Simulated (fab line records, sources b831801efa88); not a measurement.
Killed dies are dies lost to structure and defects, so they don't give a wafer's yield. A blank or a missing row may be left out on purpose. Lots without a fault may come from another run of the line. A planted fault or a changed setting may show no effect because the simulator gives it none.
Chamber matching | flow sky130 | SKY_LI_CONTACT_ETCH_14 on rie_diel-01: 4 sister chambers
The step etches BARC in N2/H2, stops on SiO2, time 45.9 s, target depth 60 nm. 8 wafers are shown with their chamber, then 12 later ones without.

WAFERS WITH THEIR CHAMBER
wafer  | chamber | drypump_motor_current_A (A) | throttle_valve_pct (%)
L082.5 | 3       | 5.3                         | 13.215
L083.2 | 2       | 5.4                         | 13.236
L084.2 | 2       | 5.4                         | 13.208
L086.3 | 0       | 6.5                         | 13.215
L086.5 | 3       | 5.3                         | 13.222
L087.1 | 0       | 6.5                         | 13.215
L087.3 | 1       | 4.7                         | 13.203
L087.5 | 1       | 4.6                         | 13.213

WAFERS WITHOUT THEIR CHAMBER
wafer  | drypump_motor_current_A (A) | throttle_valve_pct (%)
L089.1 | 4.7                         | 13.230
L089.2 | 5.3                         | 13.228
L089.3 | 5.3                         | 13.236
L089.4 | 6.5                         | 13.237
L089.5 | 6.5                         | 13.226
L089.6 | 5.3                         | 13.238
L094.2 | 6.5                         | 13.217
L094.4 | 5.3                         | 13.221
L094.6 | 5.3                         | 13.212
L096.1 | 4.6                         | 13.223
L096.3 | 5.3                         | 13.219
L096.5 | 4.7                         | 13.231

WHICH CHAMBER EACH WENT THROUGH
wafer  | from the rows above     | in truth
L089.1 | 1                       | 1
L089.2 | 3                       | 3
L089.3 | can't be placed: 3 or 2 | 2
L089.4 | 0                       | 0
L089.5 | 0                       | 0
L089.6 | can't be placed: 3 or 2 | 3
L094.2 | 0                       | 0
L094.4 | 3                       | 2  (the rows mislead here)
L094.6 | 3                       | 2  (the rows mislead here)
L096.1 | 1                       | 1
L096.3 | 3                       | 3
L096.5 | 1                       | 1
Placed correctly: 8 of 12. Can't be placed from these rows: 2 (the true chamber is among the candidates in 2). Placed wrongly: 2.
How it was worked out, from the rows above alone: a wafer's distance from a chamber is the root of the sum, over the readings, of the square of ((its reading less the chamber's mean) divided by the reading's scatter). The wafer belongs to the nearest chamber; if the next one is less than 2 further off, it can't be placed. A chamber's mean is the mean of its shown wafers. The scatter: the root of (the sum of the squares of (reading less its chamber's mean) over the shown wafers, divided by (wafers less chambers)).
